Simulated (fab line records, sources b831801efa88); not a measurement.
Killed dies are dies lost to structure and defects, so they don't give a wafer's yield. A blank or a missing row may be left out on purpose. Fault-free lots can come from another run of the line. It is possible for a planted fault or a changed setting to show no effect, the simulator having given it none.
A lot that was struck, set against a sound lot / flow sky130 / 15 out of 708 route steps
Sound: these wafers, L861.1, L861.2, L861.6. Struck: wafers L872.4, L872.5 (left out: L872.2, a lot-mate that was not struck); the cause follows at the end.
At each step with rows: each side's tool, then ch and its chambers, then its first start. Under that, the readings that differ: sound wafers / struck wafers / difference of the means / sigmas: that difference in standard deviations of wafers without a fault.
alike: readings with means less than 2 such deviations apart, plus words and numbers identical on both sides. not compared: withheld readings, readings lacking a value on some wafer, bounds such as >300 that could conceal the same value, and numbers that have no deviation in the record and whose values overlap.
A row with sigmas, a row that says differs or no value, or rows on one side alone: a step with any of these is where the two part. When numbers do not overlap yet have no deviation, they are printed without sigmas and do not part them. A reading that every wafer of one side lacks parts them only if that side has two wafers or more.

first, 7 steps without rows for these wafers: SKY_METAL1_HMDS_08 (prime time 60 s); SKY_METAL1_COAT_09 (resist thk 60 nm); SKY_METAL1_COAT_10 (resist thk 450 nm); SKY_METAL1_SOFTBAKE_11 (time 90 s); SKY_METAL1_EXPOSE_12 (exposes mask MM1, target cd 140 nm); SKY_METAL1_PEB_13; SKY_METAL1_DEVELOP_14 (develop time 60 s).
SKY_METAL1_CD_MEAS_15: target cd 140 nm.
  struck on cd sem-01, day 38 01:05; sound on cd sem-01, day 34 09:39
reading=cd nm (nm); sound=137.8 139.0 138.2; struck=143.4 142.8; difference=+4.8; sigmas=+3
SKY_METAL1_OVL_MEAS_16:
  struck on overlay-01, day 38 01:12; sound on overlay-02, day 34 09:46
  alike: METAL1_OVL
SKY_METAL1_DESCUM_17: chemistry O2, time 8 s.
  sound on rie metal-01 ch 0,1, day 34 09:48; struck on rie metal-02 ch 0, day 38 01:14
  alike: drypump motor current A, oes product au, rf fwd power W
  not compared: rf hours counter h
SKY_METAL1_ETCH_18: etches BARC in N2/H2, stops on SiO2, time 45.9 s, target depth 60 nm.
  sound on rie metal-01 ch 0,1, day 34 09:50; struck on rie metal-02 ch 0, day 38 01:19
  alike: drypump motor current A, oes product au, rf fwd power W, throttle valve pct
  not compared: rf hours counter h
SKY_METAL1_METAL_ETCH_19: etches the open film in Cl2/BCl3, stops on SiO2, target depth 360 nm, time 78 s.
  sound on rie metal-01 ch 0,1, day 34 09:54; struck on rie metal-02 ch 0, day 38 01:27
  alike: drypump motor current A, oes product au, rf fwd power W, throttle valve pct
  not compared: rf hours counter h
SKY_METAL1_STRIP_20: strips in O2/N2.
  sound on plasma asher-02 ch 0,1, day 34 09:59; struck on plasma asher-04 ch 0, day 38 01:36
reading=overash fraction; sound=0.5 0.5 0.5; struck=0.3 0.3; difference=-0.2; sigmas=
reading=strip time to endpoint s (s); sound=2.632 2.639 2.656; struck=2.716 2.733; difference=+0.082; sigmas=+3
  alike: drypump motor current A, oes product au
  not compared: rf hours counter h
then, 1 step without rows for these wafers: SKY_METAL1_STRIP_21 (strips in post etch residue remover, time 1200 s).
-- the record jumps here: 12 days lie between the struck wafers' starts before and after (it left off in module METAL1 and takes up again in module PAD_OPEN, whose first step shown is number 708 of the route) --
SKY_PAD_OPEN_PROBE_99:
  struck on prober-02, day 49 17:44; sound on prober-01, day 47 02:05
  alike: defect limited yield, killed_at_M0_to_M3, killed_at_M4_up, killed at contacts, killed at front end, killed at other, killed dies, killed open, killed short, sort_bin_3_pad_short, sort_bin_5_function, sort_bin_6_memory, sort n pass, sort yield pct

== WHERE THEY PART ==
At SKY_METAL1_CD_MEAS_15 first; at SKY_METAL1_STRIP_20 last (within this record only). Later steps at which nothing parts them and some readings are alike: SKY_PAD_OPEN_PROBE_99.

WHY: what had been put in by the simulator
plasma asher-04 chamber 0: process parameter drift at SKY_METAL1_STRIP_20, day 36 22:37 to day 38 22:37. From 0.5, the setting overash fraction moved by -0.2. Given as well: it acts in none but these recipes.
